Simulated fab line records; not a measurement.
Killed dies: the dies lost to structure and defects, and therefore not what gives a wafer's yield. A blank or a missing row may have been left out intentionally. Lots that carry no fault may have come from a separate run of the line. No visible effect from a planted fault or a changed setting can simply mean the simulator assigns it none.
Chamber matching / flow sky130 / SKY_VIA3_CMP_02 on cmp-02: 4 sister chambers
The step polishes SiO2. 27 wafers are shown with their chamber, then 12 later ones without.

## WAFERS, EACH WITH ITS CHAMBER
wafer=L074.1; chamber=3; motor_current_A (A)=13.4; slurry_flow_ml_min=149.8
wafer=L074.3; chamber=1; motor_current_A (A)=12.4; slurry_flow_ml_min=149.3
wafer=L074.6; chamber=0; motor_current_A (A)=12.2; slurry_flow_ml_min=150.4
wafer=L077.4; chamber=2; motor_current_A (A)=12.5; slurry_flow_ml_min=150.1
wafer=L077.5; chamber=2; motor_current_A (A)=12.1; slurry_flow_ml_min=150.2
wafer=L077.6; chamber=1; motor_current_A (A)=12.2; slurry_flow_ml_min=150.8
wafer=L078.1; chamber=2; motor_current_A (A)=12.3; slurry_flow_ml_min=149.4
wafer=L078.3; chamber=1; motor_current_A (A)=12.4; slurry_flow_ml_min=149.9
wafer=L078.6; chamber=3; motor_current_A (A)=13.5; slurry_flow_ml_min=150.3
wafer=L079.1; chamber=2; motor_current_A (A)=12.5; slurry_flow_ml_min=150.0
wafer=L079.3; chamber=3; motor_current_A (A)=13.1; slurry_flow_ml_min=149.7
wafer=L079.5; chamber=0; motor_current_A (A)=13.2; slurry_flow_ml_min=150.2
wafer=L080.1; chamber=0; motor_current_A (A)=12.4; slurry_flow_ml_min=150.3
wafer=L080.2; chamber=1; motor_current_A (A)=12.7; slurry_flow_ml_min=149.8
wafer=L080.6; chamber=3; motor_current_A (A)=13.0; slurry_flow_ml_min=150.2
wafer=L082.1; chamber=0; motor_current_A (A)=12.9; slurry_flow_ml_min=150.5
wafer=L082.3; chamber=2; motor_current_A (A)=12.0; slurry_flow_ml_min=149.4
wafer=L082.6; chamber=2; motor_current_A (A)=12.2; slurry_flow_ml_min=150.2
wafer=L083.2; chamber=2; motor_current_A (A)=12.6; slurry_flow_ml_min=150.0
wafer=L083.3; chamber=1; motor_current_A (A)=11.6; slurry_flow_ml_min=150.2
wafer=L083.4; chamber=3; motor_current_A (A)=13.1; slurry_flow_ml_min=150.0
wafer=L084.1; chamber=2; motor_current_A (A)=12.2; slurry_flow_ml_min=150.0
wafer=L084.5; chamber=0; motor_current_A (A)=12.8; slurry_flow_ml_min=149.7
wafer=L084.6; chamber=3; motor_current_A (A)=13.6; slurry_flow_ml_min=149.7
wafer=L087.1; chamber=2; motor_current_A (A)=12.3; slurry_flow_ml_min=151.5
wafer=L087.3; chamber=1; motor_current_A (A)=12.4; slurry_flow_ml_min=150.0
wafer=L087.4; chamber=0; motor_current_A (A)=12.5; slurry_flow_ml_min=149.8

SIGNATURES (means of the wafers above)
reading=motor_current_A; chamber 0=12.667; chamber 1=12.283; chamber 2=12.300; chamber 3=13.283; scatter within a chamber=0.294
reading=slurry_flow_ml_min; chamber 0=150.150; chamber 1=150.000; chamber 2=150.089; chamber 3=149.950; scatter within a chamber=0.47
Rule: for each reading, subtract the chamber's mean from the wafer's reading, divide by that reading's scatter and square the result; add these up over the readings and take the root, which gives the wafer's distance from the chamber. If the next closest chamber is less than 2 further off than the closest, the wafer can't be placed; otherwise it belongs to the closest. How the scatter is found: for the shown wafers, subtract from each reading the mean of its chamber, square and add these, divide the total by (wafers less chambers), then take the root.

## WAFERS WHOSE CHAMBER IS MISSING
wafer=L088.4; motor_current_A (A)=12.0; slurry_flow_ml_min=149.6
wafer=L088.5; motor_current_A (A)=12.7; slurry_flow_ml_min=149.8
wafer=L088.6; motor_current_A (A)=12.7; slurry_flow_ml_min=150.5
wafer=L090.1; motor_current_A (A)=12.3; slurry_flow_ml_min=149.1
wafer=L090.4; motor_current_A (A)=11.9; slurry_flow_ml_min=149.7
wafer=L090.6; motor_current_A (A)=12.6; slurry_flow_ml_min=149.3
wafer=L092.2; motor_current_A (A)=12.5; slurry_flow_ml_min=149.4
wafer=L092.3; motor_current_A (A)=13.6; slurry_flow_ml_min=150.0
wafer=L092.4; motor_current_A (A)=11.6; slurry_flow_ml_min=149.7
wafer=L094.1; motor_current_A (A)=12.3; slurry_flow_ml_min=149.4
wafer=L094.4; motor_current_A (A)=12.8; slurry_flow_ml_min=149.8
wafer=L094.5; motor_current_A (A)=12.2; slurry_flow_ml_min=150.0

## WHICH CHAMBER EACH ONE RAN IN
wafer=L088.4; from the rows above=can't be placed: 1 or 2 or 0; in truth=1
wafer=L088.5; from the rows above=can't be placed: 0 or 1 or 2 or 3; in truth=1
wafer=L088.6; from the rows above=can't be placed: 0 or 2 or 1 or 3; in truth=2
wafer=L090.1; from the rows above=can't be placed: 1 or 2 or 0 or 3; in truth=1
wafer=L090.4; from the rows above=can't be placed: 1 or 2 or 0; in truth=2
wafer=L090.6; from the rows above=can't be placed: 0 or 1 or 2 or 3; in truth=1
wafer=L092.2; from the rows above=can't be placed: 1 or 2 or 0 or 3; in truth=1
wafer=L092.3; from the rows above=3; in truth=3
wafer=L092.4; from the rows above=can't be placed: 1 or 2 or 0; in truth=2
wafer=L094.1; from the rows above=can't be placed: 1 or 2 or 0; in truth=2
wafer=L094.4; from the rows above=can't be placed: 0 or 3 or 1 or 2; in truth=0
wafer=L094.5; from the rows above=can't be placed: 1 or 2 or 0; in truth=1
Correct placement for 1 of the 12. Can't be placed from these rows: 11 (the true chamber is among the candidates in 11). 0 placed wrongly.
